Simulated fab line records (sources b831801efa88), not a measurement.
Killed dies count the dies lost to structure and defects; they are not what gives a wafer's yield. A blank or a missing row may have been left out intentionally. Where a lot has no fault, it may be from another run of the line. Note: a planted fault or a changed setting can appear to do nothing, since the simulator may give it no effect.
Problem report, 8D (eight disciplines) form, completed by code -- flow sky130 -- the parts of the form that need people (team, actions taken, sign-off) are left out

== 1. PROBLEM STATEMENT ==
Mean of developerTempC at SKY_POLY_GATE_DEVELOP_12: 18.79 C across 6 wafers in 2 lots; on wafers with no fault it is 20.98 C (standard deviation 0.1). That puts it -22 standard deviations away from the usual mean.
The step: develop time 60 s.
First observed at day 21 01:00: wafer L467.1, on lithoTrack-01. Wafers with a number at this step in the record: 18, from 6 lots. Rule for "out" (also "out of limits"): further than 4 standard deviations from the usual mean. All remaining wafers that have a number are taken as sound.

== 2. WHAT THIS IS AND IS NOT ==
question,is,is not
which readings at this step,developerTempC,-
which lots,"L467, L468","L459, L463, L470, L477"
which wafers of those lots,all that have a number,-
read on which tools,lithoTrack-01,"lithoTrack-03, lithoTrack-04"
when,from day 21 01:00,"up to then (6 sound wafers); but 6 sound wafers of L470, L477 came after"

== 3. SUSPECTS, AND WHAT RULES EACH OUT ==
Counting: a tool at a process step up to the reading stays a suspect if it ran every lot that is out and no sound lot after the first of them.
- lithoTrack-01 at SKY_POLY_GATE_DEVELOP_12 (develop time 60 s): kept. It processed each lot that is out, first L467 at day 21 01:00, and no sound lot thereafter; up to then, the last sound lot it processed was L463 at day 19 23:00. Out on those wafers are its own readings of developerTempC.
After counting, what remains is lithoTrack-01 at SKY_POLY_GATE_DEVELOP_12.

== 4. THE CAUSE (what the simulator had put in) ==
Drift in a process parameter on lithoTrack-01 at SKY_POLY_GATE_DEVELOP_12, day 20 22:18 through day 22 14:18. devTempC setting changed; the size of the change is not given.
The count eliminated every tool but this one.

== 5. SEQUENCE OF EFFECTS, ordered by route ==
Rows list readings where the struck wafers' mean (over those with a number) sits beyond 3 standard deviations from the usual. Only readings whose record carries a usual standard deviation are examined. hours: median over the lots of the time between each lot's start at the first step of this table that gives one and its start at this step. sigmas: the change, counted in usual standard deviations.
hours,step,reading,usual,on struck wafers,change,sigmas
0,SKY_POLY_GATE_DEVELOP_12,developerTempC,20.98 C,18.79,-2.19,-22
The process steps in it:
- SKY_POLY_GATE_DEVELOP_12: develop time 60 s.
At these later measuring or inspecting steps, every struck wafer for which the step has a row has a number for every such reading, and none has moved that far: SKY_POLY_GATE_CD_MEAS_13.

== 6. HOW IT WOULD HAVE BEEN CAUGHT EARLIER ==
First out-of-limits reading in this record: day 21 01:00, which is 3 hours after fault onset at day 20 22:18.
